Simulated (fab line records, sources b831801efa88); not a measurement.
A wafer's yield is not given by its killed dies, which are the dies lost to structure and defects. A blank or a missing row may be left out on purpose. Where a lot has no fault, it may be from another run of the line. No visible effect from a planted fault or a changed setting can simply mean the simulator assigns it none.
Matching of chambers || flow sky130 || rieDiel-04 running SKY_CONTACT_ETCH_17: 4 sister chambers
The step etches SiO2 in C4F8/O2/Ar, stops on Si3N4, target depth 340 nm. 4 wafers are shown with their chamber, then 7 later ones without.

## WAFERS PAIRED WITH THEIR CHAMBERS
{"wafer": "L985.1", "chamber": 2, "oesProductAu (a.u.)": 0.902}
{"wafer": "L985.3", "chamber": 3, "oesProductAu (a.u.)": 0.886}
{"wafer": "L986.1", "chamber": 1, "oesProductAu (a.u.)": 0.891}
{"wafer": "L986.4", "chamber": 0, "oesProductAu (a.u.)": 0.895}

## WAFERS WHOSE CHAMBER IS MISSING
{"wafer": "L986.6", "oesProductAu (a.u.)": 0.892}
{"wafer": "L993.2", "oesProductAu (a.u.)": 0.893}
{"wafer": "L993.3", "oesProductAu (a.u.)": 0.897}
{"wafer": "L993.5", "oesProductAu (a.u.)": 0.893}
{"wafer": "L994.1", "oesProductAu (a.u.)": 0.889}
{"wafer": "L994.3", "oesProductAu (a.u.)": 0.895}
{"wafer": "L994.5", "oesProductAu (a.u.)": 0.898}

## CHAMBER TAKEN BY EACH
{"wafer": "L986.6", "from the rows above": "can't be placed: 1 or 0", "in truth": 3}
{"wafer": "L993.2", "from the rows above": "can't be placed: 0 or 1", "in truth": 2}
{"wafer": "L993.3", "from the rows above": "can't be placed: 0 or 2", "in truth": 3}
{"wafer": "L993.5", "from the rows above": "can't be placed: 0 or 1", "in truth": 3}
{"wafer": "L994.1", "from the rows above": "can't be placed: 1 or 3", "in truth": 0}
{"wafer": "L994.3", "from the rows above": 0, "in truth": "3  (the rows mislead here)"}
{"wafer": "L994.5", "from the rows above": "can't be placed: 0 or 2", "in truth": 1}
Correctly placed: 0 of 7. Not placeable from these rows: 6 (in 0, the candidates include the true chamber). Number placed wrongly: 1.
How it was worked out, from the rows above alone: a wafer's distance from a chamber is the root of the sum, over the readings, of the square of ((its reading less the chamber's mean) divided by the reading's scatter). The wafer belongs to the nearest chamber; if the next one is less than 2 further off, it can't be placed. For every chamber, the mean is computed from those of its wafers that are shown. The scatter: root of mean squared gap, hidden wafer to nearest shown wafer, with one shown wafer a chamber.
